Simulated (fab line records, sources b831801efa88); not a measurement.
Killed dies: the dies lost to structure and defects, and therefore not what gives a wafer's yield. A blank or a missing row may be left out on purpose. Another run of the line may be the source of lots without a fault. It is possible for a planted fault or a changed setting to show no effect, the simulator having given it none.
fab line records -- flow sky130
record: lots: 14, wafers: 42, lastDay: 50
route steps=708 shown VIA1@478 METAL2@498 VIA2@509
lots untouched by any fault: they come from a run of this same line in which no faults occurred
startH: start of the lot's first displayed wafer, in hours after the record's first day -- waitH: time in hours since the lot's previous step -- " same as the row above -- L1.1+2: several wafers, shown together as one row -- - either no value or no given start -- * or withheld: withheld -- < > ~ a bound
route shown NAME@n: names a module that has steps shown in the file, with the first one's number in the route -- usual: mean and standard deviation over wafers with no fault -- same: alike in all rows -- chamber/n: place in a boat -- sites: the reading at each site -- _std_site: standard deviation across them -- _edge_site: the outer-site mean with the inner-site mean subtracted -- radiusMm: how far each site lies from the wafer's centre -- mask NAME#n: copy n -- behind: the last tool/chamber to shape the wafer -- hold: why the lot went on hold/how many hours it stayed there/how the hold came to an end -- device: names the non-switching transistor (n, p or np) -- end of line: tests of these same wafers at the route's end -- where a step has no rows: the recipe by itself -- killed: not the wafer's yield, but the dies lost to structure and defects at the first sort -- map: shows each die of a wafer: x if killed, . if not, _ if none is there
set.NAME: the setting the step ran with; set.NAME@STEP: the setting that earlier step ran with -- model.NAME: the simulator's own value behind a step, which no gauge read
steps of the route over a sample of lots; a table a step, a row a wafer
services: from which hour (startH, from the record's first day; less than 0 if before it) a tool's chamber was out of use, for how many hours, and why
== steps ==
step: SKY_VIA1_SPUTTER_20
recipe: material: TiN, targetThkNm: 20, chamberPressurePa: 5, powerW: 4000, timeS: 80
usual: throttleValvePct: 30.7/0.79
lot.wafer,tool,chamber,startH,waitH,throttleValvePct
L329.3,pvdSputter-01,-,787.15,0.0,31.7
L329.4,pvdSputter-01,-,787.15,0.0,30.6
L329.5,pvdSputter-01,-,787.15,0.0,31.2
L332.2,pvdSputter-01,-,829.59,0.0,31.0
L332.4,pvdSputter-01,-,829.59,0.0,30.9
L332.5,pvdSputter-01,-,829.59,0.0,31.3
L334.4,pvdSputter-04,-,833.00,0.0,29.9
L334.5,pvdSputter-04,-,833.00,0.0,30.3
L334.6,pvdSputter-04,-,833.00,0.0,30.7
L333.2,pvdSputter-01,-,840.30,0.0,31.7
L333.3,pvdSputter-01,-,840.30,0.0,31.0
L333.4,pvdSputter-01,-,840.30,0.0,30.4
L337.3,pvdSputter-01,-,858.78,0.0,31.1
L337.5,pvdSputter-01,-,858.78,0.0,31.2
L337.6,pvdSputter-01,-,858.78,0.0,31.2
L339.1,pvdSputter-01,-,870.70,0.0,31.0
L339.4,pvdSputter-01,-,870.70,0.0,31.3
L339.6,pvdSputter-01,-,870.70,0.0,30.9
L341.3,pvdSputter-01,-,887.22,0.0,30.8
L341.5,pvdSputter-01,-,887.22,0.0,31.2
L341.6,pvdSputter-01,-,887.22,0.0,31.0
L345.1,pvdSputter-01,-,917.71,0.0,31.2
L345.3,pvdSputter-01,-,917.71,0.0,31.5
L345.5,pvdSputter-01,-,917.71,0.0,31.4
L346.1,pvdSputter-01,-,924.30,0.0,31.6
L346.2,pvdSputter-01,-,924.30,0.0,30.6
L346.6,pvdSputter-01,-,924.30,0.0,30.8
L347.1,pvdSputter-04,-,927.37,0.0,30.6
L347.4,pvdSputter-04,-,927.37,0.0,30.4
L347.6,pvdSputter-04,-,927.37,0.0,29.9
L348.2,pvdSputter-01,-,935.12,0.0,31.1
L348.4,pvdSputter-01,-,935.12,0.0,31.4
L348.6,pvdSputter-01,-,935.12,0.0,31.1
L349.2,pvdSputter-01,-,944.98,0.0,31.0
L349.5,pvdSputter-01,-,944.98,0.0,30.8
L349.6,pvdSputter-01,-,944.98,0.0,30.7
L350.2,pvdSputter-04,-,945.19,0.0,30.5
L350.5,pvdSputter-04,-,945.19,0.0,30.3
L350.6,pvdSputter-04,-,945.19,0.0,29.9
L351.1,pvdSputter-03,-,951.99,0.0,27.7
L351.2,pvdSputter-03,-,951.99,0.0,29.4
L351.6,pvdSputter-03,-,951.99,0.0,27.6
step: SKY_METAL2_CD_MEAS_15
recipe: targetCdNm: 140
usual: cdNm: 139.8/1.8
lot.wafer,tool,chamber,startH,waitH,cdNm
L329.3,cdSem-01,-,814.79,-,137.4
L329.4,cdSem-01,-,814.79,-,137.3
L329.5,cdSem-01,-,814.79,-,137.3
L332.2,cdSem-01,-,856.47,-,141.1
L332.4,cdSem-01,-,856.47,-,141.2
L332.5,cdSem-01,-,856.47,-,143.2
L334.4,cdSem-02,-,859.86,-,141.5
L334.5,cdSem-02,-,859.86,-,141.9
L334.6,cdSem-02,-,859.86,-,140.8
L333.2,cdSem-01,-,867.42,-,138.6
L333.3,cdSem-01,-,867.42,-,140.5
L333.4,cdSem-01,-,867.42,-,139.6
L337.3,cdSem-01,-,885.09,-,142.4
L337.5,cdSem-01,-,885.09,-,140.3
L337.6,cdSem-01,-,885.09,-,141.5
L339.1,cdSem-01,-,897.25,-,142.4
L339.4,cdSem-01,-,897.25,-,144.2
L339.6,cdSem-01,-,897.25,-,143.0
L341.3,cdSem-02,-,913.24,-,141.5
L341.5,cdSem-02,-,913.24,-,143.2
L341.6,cdSem-02,-,913.24,-,141.0
L345.1,cdSem-02,-,942.80,-,138.8
L345.3,cdSem-02,-,942.80,-,138.4
L345.5,cdSem-02,-,942.80,-,138.6
L346.1,cdSem-02,-,949.85,-,142.9
L346.2,cdSem-02,-,949.85,-,141.5
L346.6,cdSem-02,-,949.85,-,141.2
L347.1,cdSem-02,-,952.35,-,139.0
L347.4,cdSem-02,-,952.35,-,138.3
L347.6,cdSem-02,-,952.35,-,138.2
L348.2,cdSem-02,-,959.97,-,140.4
L348.4,cdSem-02,-,959.97,-,140.6
L348.6,cdSem-02,-,959.97,-,138.3
L349.2,cdSem-02,-,970.07,-,140.6
L349.5,cdSem-02,-,970.07,-,139.9
L349.6,cdSem-02,-,970.07,-,140.4
L350.2,cdSem-01,-,970.07,-,138.7
L350.5,cdSem-01,-,970.07,-,138.8
L350.6,cdSem-01,-,970.07,-,139.9
L351.1,cdSem-01,-,976.76,-,137.9
L351.2,cdSem-01,-,976.76,-,139.6
L351.6,cdSem-01,-,976.76,-,139.6
step: SKY_METAL2_METAL_ETCH_19
recipe: targetDepthA: 3600, stopOn: SiO2, overEtchFrac: 0.3, timeS: 78, chemistry: Cl2/BCl3, resistSidewallDeg: 88, pressureMtorr: 10, icpW: 900, biasW: 48.5, Cl2_flow_sccm: 60, bcl3FlowSccm: 30
usual: drypumpMotorCurrentA: 5.5/0.39, oesProductAu: 0.856/0.0061, runLengthS: 106.1/0.34, throttleValvePct: 22.266/0.0088
lot.wafer,tool,chamber,startH,waitH,drypumpMotorCurrentA,oesProductAu,rfHoursCounterH,runLengthS,throttleValvePct
L329.3,rieMetal-02,0,815.16,0.1,5.7,0.858,-,106.2,22.264
L329.4,rieMetal-02,0,815.16,0.1,5.8,0.855,-,106.3,22.257
L329.5,rieMetal-02,0,815.16,0.1,5.8,0.860,-,106.0,22.283
L332.2,rieMetal-03,1,856.70,0.0,5.1,0.854,10,105.4,22.249
L332.4,rieMetal-03,0,856.70,0.0,5.4,0.855,-,106.4,22.269
L332.5,rieMetal-03,0,856.70,0.0,5.4,0.854,-,107.1,22.285
L334.4,rieMetal-04,1,860.08,0.1,5.8,0.853,-,105.9,22.271
L334.5,rieMetal-04,0,860.08,0.1,5.9,0.853,-,106.1,22.273
L334.6,rieMetal-04,1,860.08,0.1,5.8,0.852,-,106.1,22.261
L333.2,rieMetal-02,0,867.65,0.0,5.8,0.868,12,106.3,22.250
L333.3,rieMetal-02,0,867.65,0.0,5.8,0.861,-,106.0,22.261
L333.4,rieMetal-02,1,867.65,0.0,4.9,0.859,-,106.1,22.261
L337.3,rieMetal-03,0,885.33,0.1,5.4,0.852,-,107.1,22.275
L337.5,rieMetal-03,1,885.33,0.1,5.1,0.846,-,105.7,22.268
L337.6,rieMetal-03,0,885.33,0.1,5.4,0.853,-,106.6,22.249
L339.1,rieMetal-03,0,897.50,0.0,5.4,0.857,16,106.5,22.247
L339.4,rieMetal-03,0,897.50,0.0,5.4,0.868,-,107.1,22.270
L339.6,rieMetal-03,1,897.50,0.0,5.1,0.994,-,90.0,22.269
L341.3,rieMetal-03,0,913.48,0.1,5.4,0.859,-,106.6,22.245
L341.5,rieMetal-03,0,913.48,0.1,5.4,0.855,-,106.6,22.265
L341.6,rieMetal-03,1,913.48,0.1,5.1,0.980,-,89.9,22.273
L345.1,rieMetal-02,1,943.15,0.1,4.9,0.862,4,106.1,22.265
L345.3,rieMetal-02,1,943.15,0.1,4.9,0.858,-,106.0,22.255
L345.5,rieMetal-02,1,943.15,0.1,4.9,0.861,-,106.3,22.270
L346.1,rieMetal-04,1,950.10,0.0,5.8,0.855,9,105.9,22.275
L346.2,rieMetal-04,0,950.10,0.0,6.0,0.855,6,105.9,22.271
L346.6,rieMetal-04,0,950.10,0.0,6.0,0.845,-,106.2,22.260
L347.1,rieMetal-02,1,952.70,0.1,4.9,0.861,5,106.0,22.275
L347.4,rieMetal-02,1,952.70,0.1,4.9,0.859,-,106.3,22.270
L347.6,rieMetal-02,1,952.70,0.1,4.9,0.861,-,106.2,22.265
L348.2,rieMetal-04,0,960.20,0.0,6.0,0.869,6,106.0,22.252
L348.4,rieMetal-04,0,960.20,0.0,6.0,0.863,-,106.1,22.262
L348.6,rieMetal-04,1,960.20,0.0,5.8,0.856,-,106.2,22.257
L349.2,rieMetal-02,1,970.30,0.0,4.9,0.860,6,106.3,22.264
L349.5,rieMetal-02,1,970.30,0.0,4.9,0.849,-,106.4,22.271
L349.6,rieMetal-02,0,970.30,0.0,5.8,0.850,-,106.3,22.267
L350.2,rieMetal-04,1,970.30,0.0,5.8,0.846,10,106.1,22.284
L350.5,rieMetal-04,0,970.30,0.0,5.9,0.841,-,106.2,22.275
L350.6,rieMetal-04,1,970.30,0.0,5.8,0.848,-,106.2,22.265
L351.1,rieMetal-02,1,977.02,0.0,4.9,0.852,7,106.5,22.280
L351.2,rieMetal-02,0,977.02,0.0,5.7,0.864,16,106.3,22.266
L351.6,rieMetal-02,0,977.02,0.0,5.8,0.860,-,106.3,22.248
step: SKY_METAL2_STRIP_20
recipe: chemistry: O2/N2, powerW: 1400, pressureMtorr: 1500, platenTempC: withheld, o2FlowSccm: 3000, n2FlowSccm: 300, overashFraction: 0.5
usual: drypumpMotorCurrentA: 5.51/0.24, oesProductAu: 0.343/0.0049, stripTimeToEndpointS: 2.71/0.037
lot.wafer,tool,chamber,startH,waitH,drypumpMotorCurrentA,oesProductAu,rfHoursCounterH,stripTimeToEndpointS
L329.3,plasmaAsher-03,0,815.31,0.1,5.59,0.333,-,2.69
L329.4,plasmaAsher-03,1,815.31,0.1,5.69,0.343,-,2.70
L329.5,plasmaAsher-03,0,815.31,0.1,5.61,0.349,-,2.69
L332.2,plasmaAsher-03,0,856.79,0.1,5.60,0.346,73,2.75
L332.4,plasmaAsher-03,0,856.79,0.1,5.61,0.341,-,2.64
L332.5,plasmaAsher-03,0,856.79,0.1,5.62,0.338,-,2.61
L334.4,plasmaAsher-03,0,860.17,0.1,5.58,0.339,-,2.75
L334.5,plasmaAsher-03,0,860.17,0.1,5.59,0.342,-,2.74
L334.6,plasmaAsher-03,1,860.17,0.1,5.71,0.338,-,2.74
L333.2,plasmaAsher-04,1,867.74,0.1,5.36,0.342,12,2.70
L333.3,plasmaAsher-04,1,867.74,0.1,5.38,0.339,-,2.72
L333.4,plasmaAsher-04,0,867.74,0.1,5.10,0.346,-,2.72
L337.3,plasmaAsher-04,1,885.43,0.1,5.36,0.348,-,2.66
L337.5,plasmaAsher-04,0,885.43,0.1,5.10,0.347,-,2.76
L337.6,plasmaAsher-04,1,885.43,0.1,5.38,0.346,-,2.65
L339.1,plasmaAsher-03,0,897.59,0.1,5.61,0.337,77,2.64
L339.4,plasmaAsher-03,0,897.59,0.1,5.58,0.333,-,2.61
L339.6,plasmaAsher-03,1,897.59,0.1,5.70,0.369,-,3.20
L341.3,plasmaAsher-03,1,913.57,0.1,5.73,0.336,-,2.64
L341.5,plasmaAsher-03,0,913.57,0.1,5.62,0.347,-,2.63
L341.6,plasmaAsher-03,1,913.57,0.1,5.70,0.367,-,3.25
L345.1,plasmaAsher-04,0,943.33,0.1,5.13,0.347,20,2.73
L345.3,plasmaAsher-04,0,943.33,0.1,5.11,0.338,-,2.72
L345.5,plasmaAsher-04,0,943.33,0.1,5.08,0.346,-,2.71
L346.1,plasmaAsher-03,0,950.19,0.1,5.61,0.348,82,2.71
L346.2,plasmaAsher-03,1,950.19,0.1,5.70,0.335,82,2.69
L346.6,plasmaAsher-03,1,950.19,0.1,5.72,0.344,-,2.67
L347.1,plasmaAsher-03,1,952.88,0.1,5.71,0.348,83,2.72
L347.4,plasmaAsher-03,0,952.88,0.1,5.59,0.359,-,2.73
L347.6,plasmaAsher-03,1,952.88,0.1,5.72,0.343,-,2.73
L348.2,plasmaAsher-03,0,960.29,0.1,5.59,0.337,83,2.68
L348.4,plasmaAsher-03,0,960.29,0.1,5.61,0.340,-,2.71
L348.6,plasmaAsher-03,0,960.29,0.1,5.59,0.338,-,2.70
L349.2,plasmaAsher-02,1,970.39,0.1,5.34,0.344,54,2.75
L349.5,plasmaAsher-02,0,970.39,0.1,6.01,0.346,-,2.72
L349.6,plasmaAsher-02,1,970.39,0.1,5.35,0.344,-,2.73
L350.2,plasmaAsher-04,1,970.39,0.1,5.38,0.346,23,2.72
L350.5,plasmaAsher-04,0,970.39,0.1,5.08,0.343,-,2.71
L350.6,plasmaAsher-04,1,970.39,0.1,5.39,0.343,-,2.73
L351.1,plasmaAsher-04,0,977.11,0.1,5.07,0.348,24,2.73
L351.2,plasmaAsher-04,1,977.11,0.1,5.38,0.341,24,2.71
L351.6,plasmaAsher-04,0,977.11,0.1,5.10,0.341,-,2.71
step: SKY_VIA2_CMP_02
recipe: material: SiO2, downForcePsi: 4, platenRpm: 60, padVelocityMS: 0.94248
usual: edgeZonePressureFrac: 1.000/0.0057, headPressurePsi: 4.001/0.0082, motorCurrentA: 11.5/1.1
lot.wafer,tool,chamber,startH,waitH,edgeZonePressureFrac,headPressurePsi,motorCurrentA
L329.4,cmp-01,2,816.17,0.1,0.990,3.986,13.1
L329.3,cmp-01,3,816.17,0.1,1.000,3.985,12.4
L329.5,cmp-01,1,816.17,0.1,1.003,4.000,10.1
L332.4,cmp-01,0,857.57,0.0,0.999,3.994,9.8
L332.2,cmp-01,1,857.57,0.0,0.993,4.005,10.3
L332.5,cmp-01,0,857.57,0.0,0.997,4.001,9.8
L334.4,cmp-02,0,860.98,0.0,1.003,3.994,11.7
L334.6,cmp-02,0,860.98,0.0,0.996,4.005,11.8
L334.5,cmp-02,1,860.98,0.0,0.998,3.993,11.6
L333.3,cmp-02,0,868.57,0.1,1.000,3.997,11.7
L333.4,cmp-02,1,868.57,0.1,0.996,3.999,11.5
L333.2,cmp-02,2,868.57,0.1,0.999,3.996,11.9
L337.3,cmp-02,1,886.18,0.0,1.008,3.989,11.7
L337.6,cmp-02,1,886.18,0.0,1.000,4.006,11.1
L337.5,cmp-02,2,886.18,0.0,0.998,3.997,12.0
L339.4,cmp-01,0,898.37,0.0,0.997,4.003,10.1
L339.1,cmp-01,2,898.37,0.0,1.007,4.004,12.2
L339.6,cmp-01,1,898.37,0.0,0.992,3.994,9.7
L341.3,cmp-02,0,914.47,0.2,0.995,3.995,12.0
L341.5,cmp-02,1,914.47,0.2,0.995,3.997,11.9
L341.6,cmp-02,2,914.47,0.2,0.994,3.997,12.0
L345.3,cmp-02,1,944.11,0.0,1.007,3.995,11.7
L345.1,cmp-02,0,944.11,0.0,1.008,4.005,12.1
L345.5,cmp-02,2,944.11,0.0,0.999,3.999,11.3
L346.2,cmp-01,0,951.08,0.1,1.004,4.011,9.3
L346.1,cmp-01,1,951.08,0.1,0.997,3.991,9.7
L346.6,cmp-01,3,951.08,0.1,0.993,3.991,12.0
L347.1,cmp-01,0,953.78,0.1,0.993,3.987,9.3
L347.4,cmp-01,2,953.78,0.1,1.006,4.005,12.9
L347.6,cmp-01,0,953.78,0.1,1.004,4.004,9.8
L348.4,cmp-02,3,961.07,0.0,1.001,4.011,11.8
L348.2,cmp-02,2,961.07,0.0,1.000,3.990,12.7
L348.6,cmp-02,3,961.07,0.0,0.998,4.005,12.5
L349.2,cmp-02,2,971.23,0.0,1.007,3.999,12.5
L349.5,cmp-02,2,971.23,0.0,0.996,4.006,12.6
L349.6,cmp-02,3,971.23,0.0,1.003,4.000,11.5
L350.2,cmp-01,1,971.49,0.2,1.017,4.011,9.9
L350.5,cmp-01,3,971.49,0.2,1.002,4.003,11.9
L350.6,cmp-01,0,971.49,0.2,0.994,4.001,9.7
L351.2,cmp-02,0,977.96,0.1,0.993,4.017,12.2
L351.1,cmp-02,3,977.96,0.1,1.001,4.016,12.0
L351.6,cmp-02,1,977.96,0.1,1.002,4.009,10.9
== services ==
tool,chamber,startH,hours,kind
rieMetal-02,0,767.60,19.3,repair
rieMetal-04,1,770.76,-,clean
rieMetal-04,1,770.76,21.0,scheduledDown
rieMetal-04,1,770.76,21.0,ventCycle
rieMetal-04,-,773.59,2.8,pm
cmp-02,-,777.18,0.8,repair
rieMetal-04,0,807.07,-,clean
rieMetal-04,0,807.07,22.0,scheduledDown
cmp-02,-,815.35,4.6,pm
rieMetal-02,1,836.19,-,clean
rieMetal-02,1,836.19,18.0,scheduledDown
rieMetal-02,1,836.19,18.0,ventCycle
pvdSputter-01,-,842.19,4.7,repair
cmp-01,-,878.97,6.1,pm
cmp-01,-,889.05,4.6,repair
pvdSputter-04,-,911.31,1.6,repair
cmp-01,-,914.89,4.0,pm
cmp-01,-,918.89,-,consumableReplace:conditioner
cmp-01,-,918.89,-,consumableReplace:pad
cmp-01,-,923.87,5.3,pm
rieMetal-02,0,932.27,21.6,repair
pvdSputter-01,1,937.04,-,consumableReplace:kit
pvdSputter-01,1,937.04,18.0,scheduledDown
pvdSputter-01,1,937.04,18.0,ventCycle
== key ==
firstSign: step: SKY_METAL2_METAL_ETCH_19, reading: runLengthS, direction: down, sigmas: 48, usual: *, struck: *
effect: step: SKY_METAL2_METAL_ETCH_19, reading: oesProductAu, direction: up, sigmas: 22, usual: 0.856, struck: 0.987
effect: step: SKY_METAL2_STRIP_20, reading: stripTimeToEndpointS, direction: up, sigmas: 14, usual: *, struck: *
metAt SKY_METAL2_METAL_ETCH_19
struckLots L339,L341
struckWafers L339.6,L341.6
sortLeftOut L339.6,L341.6
notActingAt SKY_VIA1_SPUTTER_20,SKY_METAL2_CD_MEAS_15,SKY_VIA2_CMP_02
onsetBetween 885.33 897.50
fault: kind: processParameterDrift, tool: rieMetal-03, chamber: 1, onsetH: 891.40, steps: SKY_METAL2_METAL_ETCH_19, channel: timeS, offset: *, shape: step, endH: 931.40, actsIn: *, stated: *
sortLeftOut: the simulated sort isn't trusted on such a fault, so these wafers' sort isn't shown, and their yield isn't known
